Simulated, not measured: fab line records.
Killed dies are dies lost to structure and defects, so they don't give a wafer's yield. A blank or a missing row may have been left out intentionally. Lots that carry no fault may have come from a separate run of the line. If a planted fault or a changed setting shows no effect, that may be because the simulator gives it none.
Matching of chambers -- flow gf180mcu -- GF_V1_CMP_26 on cmp-02: 4 sister chambers
The step polishes, stops on SiO2, t overpolish 15 s, target thk 0 nm. 4 wafers are shown with their chamber, then 7 later ones without.

== EACH WAFER AND ITS CHAMBER ==
wafer,chamber,motorCurrentA (A)
L760.6,2,9.8
L763.4,0,12.0
L764.2,3,10.6
L764.3,1,9.8

== WAFERS WHOSE CHAMBER IS MISSING ==
wafer,motorCurrentA (A)
L764.4,10.6
L765.2,10.7
L765.3,10.3
L765.5,10.2
L767.1,11.9
L767.2,10.7
L767.6,12.3

== WHICH CHAMBER EACH ONE RAN IN ==
wafer,from the rows above,in truth
L764.4,3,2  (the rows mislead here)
L765.2,3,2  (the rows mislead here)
L765.3,can't be placed: 3 or 1 or 2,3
L765.5,can't be placed: 1 or 2 or 3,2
L767.1,0,0
L767.2,3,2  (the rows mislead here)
L767.6,0,0
Correctly placed: 2 of 7. From these rows, 2 cannot be placed; in 2 the true chamber is one of the candidates. Wrongly placed: 3.
How it was worked out, from the rows above alone: a wafer's distance from a chamber is the root of the sum, over the readings, of the square of ((its reading less the chamber's mean) divided by the reading's scatter). The wafer belongs to the nearest chamber; if the next one is less than 2 further off, it can't be placed. For every chamber, the mean is computed from those of its wafers that are shown. The scatter: root of mean squared gap, hidden wafer to nearest shown wafer, with one shown wafer a chamber.
